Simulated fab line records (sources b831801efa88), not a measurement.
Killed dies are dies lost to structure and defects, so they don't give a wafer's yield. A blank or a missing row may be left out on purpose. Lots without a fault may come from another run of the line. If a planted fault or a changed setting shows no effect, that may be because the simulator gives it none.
Which of the tools did it? + flow gf180mcu + 11 lots, 33 wafers sampled, at 4 steps of a route of 602

## WHAT EACH GAUGE READ, for each wafer
GF_MVSD_TW_MEAS_11. Usual: MVSD_TW typically reads 1592, with standard deviation 13.
| lot  | measured     | on            | MVSD_TW                       | flag |
|------|--------------|---------------|-------------------------------|------|
| L430 | day 4 17:39  | film-metro-02 | 1612 1617 1609                |      |
| L432 | day 5 03:01  | film-metro-01 | 1565 1566 1570                |      |
| L433 | day 5 09:59  | film-metro-04 | 1596 1595 1595                |      |
| L435 | day 5 22:20  | film-metro-01 | 1573 1572 1574                |      |
| L437 | day 6 09:28  | film-metro-04 | 1580 1587 1584                |      |
| L439 | day 6 22:38  | film-metro-04 | 1588 1588 1588                |      |
| L442 | day 7 13:49  | film-metro-02 | 1603 1605 1598                |      |
| L448 | day 9 01:18  | film-metro-01 | 1677 1673 1681 1675 1664 1667 | OFF  |
| L449 | day 9 05:05  | film-metro-02 | 1682 1684 1672 1682 1677 1680 | OFF  |
| L451 | day 9 20:14  | film-metro-02 | 1594 1597 1593                |      |
| L452 | day 10 00:46 | film-metro-04 | 1594 1592 1591                |      |

GF_VT_IMPLANT_RS_MEAS_46: measures by four-point-probe. Usual: MVSD_RS typically reads 452.5 ohm/sq, with standard deviation 1.2.
| lot  | measured     | on            | MVSD_RS (ohm/sq)                    | flag |
|------|--------------|---------------|-------------------------------------|------|
| L430 | day 7 20:07  | film-metro-02 | 451.7 451.6 450.9                   |      |
| L432 | day 8 09:01  | film-metro-02 | 453.1 452.4 452.7                   |      |
| L433 | day 8 16:07  | film-metro-01 | 454.2 453.9 453.8                   |      |
| L435 | day 9 05:50  | film-metro-04 | 452.2 452.8 453.7                   |      |
| L437 | day 9 19:00  | film-metro-01 | 452.5 451.5 452.6                   |      |
| L439 | day 10 09:57 | film-metro-01 | 451.4 451.4 450.6                   |      |
| L442 | day 11 03:58 | film-metro-01 | 452.2 453.8 453.9                   |      |
| L448 | day 12 20:10 | film-metro-04 | 409.3 408.4 408.9 409.3 409.4 409.2 | OFF  |
| L449 | day 13 03:11 | film-metro-02 | 411.4 410.1 410.4 410.4 410.9 410.7 | OFF  |
| L451 | day 13 19:52 | film-metro-01 | 451.2 452.0 451.7                   |      |
| L452 | day 14 01:06 | film-metro-04 | 450.9 451.7 452.6                   |      |

## TOOL THAT RAN EACH LOT (tool first, then ch and the chambers of the sampled wafers, then the start)
| lot  | GF_MVSD_IMPLANT_08              | GF_VT_IMPLANT_STRIP_09               |
|------|---------------------------------|--------------------------------------|
| L430 | implanter-01 ch 0, day 4 17:15  | plasma-asher-04 ch 0,1, day 5 22:22  |
| L432 | implanter-01 ch 0, day 5 02:37  | plasma-asher-01 ch 0,1, day 6 08:19  |
| L433 | implanter-02 ch 0, day 5 09:37  | plasma-asher-04 ch 0,1, day 6 16:21  |
| L435 | implanter-02 ch 0, day 5 21:56  | plasma-asher-02 ch 0,1, day 7 04:00  |
| L437 | implanter-01 ch 0, day 6 09:06  | plasma-asher-04 ch 0,1, day 7 17:02  |
| L439 | implanter-01 ch 0, day 6 22:16  | plasma-asher-04 ch 0,1, day 8 06:08  |
| L442 | implanter-01 ch 0, day 7 13:25  | plasma-asher-02 ch 0,1, day 8 22:46  |
| L448 | implanter-01 ch 0, day 9 00:54  | plasma-asher-04 ch 0,1, day 10 11:37 |
| L449 | implanter-01 ch 0, day 9 04:41  | plasma-asher-02 ch 0,1, day 10 17:27 |
| L451 | implanter-04 ch 0, day 9 17:28  | plasma-asher-02 ch 0,1, day 11 08:42 |
| L452 | implanter-02 ch 0, day 10 00:23 | plasma-asher-02 ch 0,1, day 11 13:37 |
- GF_MVSD_IMPLANT_08
- GF_VT_IMPLANT_STRIP_09: strips in O2/N2.

## AS READ BY THE TOOLS THEMSELVES (means over the sampled wafers that have a number; for cases with no such wafer, the mark the record gives instead)
GF_MVSD_IMPLANT_08. Usual: beam-energy-keV 399.98, standard deviation 0.12; beam-on-s 10.00 s, standard deviation 0.19; end-station-pressure-torr 5.05e-06 Torr, standard deviation 2.7e-07; faraday-current-uA 91.8, standard deviation 1.7.
| lot  | tool         | beam-energy-keV | beam-on-s (s) | end-station-pressure-torr (Torr) | faraday-current-uA | flag |
|------|--------------|-----------------|---------------|----------------------------------|--------------------|------|
| L430 | implanter-01 | 399.90          | 9.98          | 4.88e-06                         | 91.9               |      |
| L432 | implanter-01 | 399.99          | 10.20         | 5.24e-06                         | 90.1               |      |
| L433 | implanter-02 | 400.16          | 10.02         | 4.90e-06                         | 91.6               |      |
| L435 | implanter-02 | 400.01          | 9.93          | 5.08e-06                         | 92.3               |      |
| L437 | implanter-01 | 400.15          | 9.93          | 5.04e-06                         | 92.4               |      |
| L439 | implanter-01 | 400.04          | 10.06         | 5.07e-06                         | 91.3               |      |
| L442 | implanter-01 | 400.00          | 10.00         | 4.86e-06                         | 92.0               |      |
| L448 | implanter-01 | 400.10          | 11.99         | 9.99e-05                         | 77.4               | OFF  |
| L449 | implanter-01 | 399.96          | 12.23         | 1.00e-04                         | 75.8               | OFF  |
| L451 | implanter-04 | 399.81          | 10.03         | 4.89e-06                         | 91.8               |      |
| L452 | implanter-02 | 400.06          | 10.14         | 4.90e-06                         | 90.3               |      |

GF_VT_IMPLANT_STRIP_09. Usual: drypump-motor-current-A 5.6 A, standard deviation 0.41; heater-power-w 314 W, standard deviation 17; oes-product-au 0.715 a.u., standard deviation 0.0051; strip-time-to-endpoint-s 12.65 s, standard deviation 0.038.
| lot  | tool            | drypump-motor-current-A (A) | heater-power-w (W) | oes-product-au (a.u.) | strip-time-to-endpoint-s (s) | flag |
|------|-----------------|-----------------------------|--------------------|-----------------------|------------------------------|------|
| L430 | plasma-asher-04 | 5.4                         | 322                | 0.712                 | 12.64                        |      |
| L432 | plasma-asher-01 | 6.3                         | 310                | 0.714                 | 12.62                        |      |
| L433 | plasma-asher-04 | 5.4                         | 317                | 0.714                 | 12.67                        |      |
| L435 | plasma-asher-02 | 5.6                         | 307                | 0.720                 | 12.63                        |      |
| L437 | plasma-asher-04 | 5.2                         | 321                | 0.718                 | 12.67                        |      |
| L439 | plasma-asher-04 | 5.4                         | 311                | 0.719                 | 12.69                        |      |
| L442 | plasma-asher-02 | 5.6                         | 305                | 0.711                 | 12.65                        |      |
| L448 | plasma-asher-04 | 5.4                         | 317                | 0.713                 | 12.71                        |      |
| L449 | plasma-asher-02 | 5.6                         | 306                | 0.716                 | 12.66                        |      |
| L451 | plasma-asher-02 | 5.6                         | 305                | 0.719                 | 12.66                        |      |
| L452 | plasma-asher-02 | 5.6                         | 306                | 0.714                 | 12.68                        |      |

## THE ANSWER, worked out from the rows above alone
Rule: take the mean of a lot's wafers that have a number; if it is more than 3 standard deviations from the usual mean, the lot is off. Also off: a lot with no number at a reading for which 4 or more lots have one. Where the step has rows for the other lots, those lots are counted as sound. First the gauges in route order, then the tools' own readings, where a lot's mean is used as printed above. The first step at which some lot is off is used, and at that step the reading that is off furthest; a lot without a number counts as furthest.
Off: L448, L449, at GF_MVSD_TW_MEAS_11 (MVSD_TW).
If a tool, at a process step before that reading, ran all the lots that are off and no sound lot after the first of them, it fits. The gauges at GF_MVSD_TW_MEAS_11 aren't tried: what is off there is off at GF_MVSD_IMPLANT_08 too, on other tools, and a gauge's error can't cause that. One fits: implanter-01 at GF_MVSD_IMPLANT_08. Its last sound lot is L442 (day 7 13:25), its first lot that is off L448 (day 9 00:54): a fault that began between those two fits.
The tool's own readings at GF_MVSD_IMPLANT_08 bear it out: on the lots that are off they differ by more than 5 times the standard deviation of the sound lots' means. beam-on-s reads 12.11 s there against 10.03 s on the sound lots; end-station-pressure-torr reads 1.00e-04 Torr there against 4.98e-06 Torr on the sound lots; faraday-current-uA reads 76.6 there against 91.5 on the sound lots.

## WHAT WAS PUT IN BY THE SIMULATOR
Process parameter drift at GF_MVSD_IMPLANT_08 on implanter-01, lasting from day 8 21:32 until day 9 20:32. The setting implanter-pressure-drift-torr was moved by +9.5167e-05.
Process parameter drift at GF_MVSD_IMPLANT_08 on implanter-01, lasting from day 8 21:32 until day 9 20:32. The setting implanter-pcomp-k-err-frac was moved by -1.
Lots struck among those shown: L448, L449. Same finding as the rule above.
